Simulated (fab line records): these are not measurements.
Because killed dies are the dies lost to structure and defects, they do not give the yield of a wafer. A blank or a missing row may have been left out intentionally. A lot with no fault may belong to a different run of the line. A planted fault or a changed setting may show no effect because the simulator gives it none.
Matching of chambers || flow sky130 || 4 sister chambers for SKY_VIA3_ETCH_14 on rieDiel-01
The step etches BARC in N2/H2, stops on SiO2, time 45.9 s, target depth 60 nm. 16 wafers are shown with their chamber, then 8 later ones without.

## WAFERS PAIRED WITH THEIR CHAMBERS
{"wafer": "L526.1", "chamber": 3, "oesProductAu (a.u.)": 0.858, "throttleValvePct (%)": 13.217}
{"wafer": "L526.2", "chamber": 1, "oesProductAu (a.u.)": 0.852, "throttleValvePct (%)": 13.242}
{"wafer": "L526.4", "chamber": 0, "oesProductAu (a.u.)": 0.857, "throttleValvePct (%)": 13.231}
{"wafer": "L528.1", "chamber": 1, "oesProductAu (a.u.)": 0.856, "throttleValvePct (%)": 13.233}
{"wafer": "L528.3", "chamber": 3, "oesProductAu (a.u.)": 0.854, "throttleValvePct (%)": 13.253}
{"wafer": "L528.6", "chamber": 2, "oesProductAu (a.u.)": 0.856, "throttleValvePct (%)": 13.228}
{"wafer": "L532.2", "chamber": 0, "oesProductAu (a.u.)": 0.866, "throttleValvePct (%)": 13.224}
{"wafer": "L532.5", "chamber": 2, "oesProductAu (a.u.)": 0.864, "throttleValvePct (%)": 13.232}
{"wafer": "L532.6", "chamber": 1, "oesProductAu (a.u.)": 0.859, "throttleValvePct (%)": 13.235}
{"wafer": "L533.2", "chamber": 0, "oesProductAu (a.u.)": 0.854, "throttleValvePct (%)": 13.228}
{"wafer": "L533.4", "chamber": 1, "oesProductAu (a.u.)": 0.862, "throttleValvePct (%)": 13.213}
{"wafer": "L533.6", "chamber": 1, "oesProductAu (a.u.)": 0.848, "throttleValvePct (%)": 13.229}
{"wafer": "L538.3", "chamber": 2, "oesProductAu (a.u.)": 0.850, "throttleValvePct (%)": 13.219}
{"wafer": "L538.4", "chamber": 1, "oesProductAu (a.u.)": 0.851, "throttleValvePct (%)": 13.212}
{"wafer": "L538.5", "chamber": 1, "oesProductAu (a.u.)": 0.852, "throttleValvePct (%)": 13.236}
{"wafer": "L542.1", "chamber": 3, "oesProductAu (a.u.)": 0.850, "throttleValvePct (%)": 13.227}

SIGNATURES (means of the wafers above)
{"reading": "oesProductAu", "chamber 0": 0.85900, "chamber 1": 0.85429, "chamber 2": 0.85667, "chamber 3": 0.85400, "scatter within a chamber": 0.00543}
{"reading": "throttleValvePct", "chamber 0": 13.22767, "chamber 1": 13.22857, "chamber 2": 13.22633, "chamber 3": 13.23233, "scatter within a chamber": 0.0116}
Rule: distance of a wafer from a chamber = root of the sum over the readings of ((wafer's reading minus chamber's mean) / reading's scatter) squared. If the next closest chamber is less than 2 further off than the closest, the wafer can't be placed; otherwise it belongs to the closest. The scatter is the square root of a quotient: the sum, over the shown wafers, of each reading's squared deviation from its chamber's mean, divided by wafers minus chambers.

## WAFERS WITHOUT THEIR CHAMBER
{"wafer": "L542.5", "oesProductAu (a.u.)": 0.841, "throttleValvePct (%)": 13.213}
{"wafer": "L542.6", "oesProductAu (a.u.)": 0.850, "throttleValvePct (%)": 13.231}
{"wafer": "L544.2", "oesProductAu (a.u.)": 0.851, "throttleValvePct (%)": 13.224}
{"wafer": "L544.3", "oesProductAu (a.u.)": 0.855, "throttleValvePct (%)": 13.218}
{"wafer": "L544.4", "oesProductAu (a.u.)": 0.845, "throttleValvePct (%)": 13.227}
{"wafer": "L547.1", "oesProductAu (a.u.)": 0.865, "throttleValvePct (%)": 13.217}
{"wafer": "L547.3", "oesProductAu (a.u.)": 0.866, "throttleValvePct (%)": 13.232}
{"wafer": "L547.4", "oesProductAu (a.u.)": 0.849, "throttleValvePct (%)": 13.222}

## EACH ONE'S CHAMBER
{"wafer": "L542.5", "from the rows above": "can't be placed: 1 or 3 or 2 or 0", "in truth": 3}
{"wafer": "L542.6", "from the rows above": "can't be placed: 3 or 1 or 2 or 0", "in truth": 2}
{"wafer": "L544.2", "from the rows above": "can't be placed: 1 or 3 or 2 or 0", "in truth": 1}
{"wafer": "L544.3", "from the rows above": "can't be placed: 2 or 1 or 0 or 3", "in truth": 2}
{"wafer": "L544.4", "from the rows above": "can't be placed: 1 or 3 or 2 or 0", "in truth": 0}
{"wafer": "L547.1", "from the rows above": "can't be placed: 0 or 2 or 1 or 3", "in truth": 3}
{"wafer": "L547.3", "from the rows above": "can't be placed: 0 or 2 or 1 or 3", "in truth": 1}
{"wafer": "L547.4", "from the rows above": "can't be placed: 1 or 3 or 2 or 0", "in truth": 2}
Correct placement for 0 of the 8. These rows do not allow placing 8 (true chamber among the candidates in 8). 0 placed wrongly.
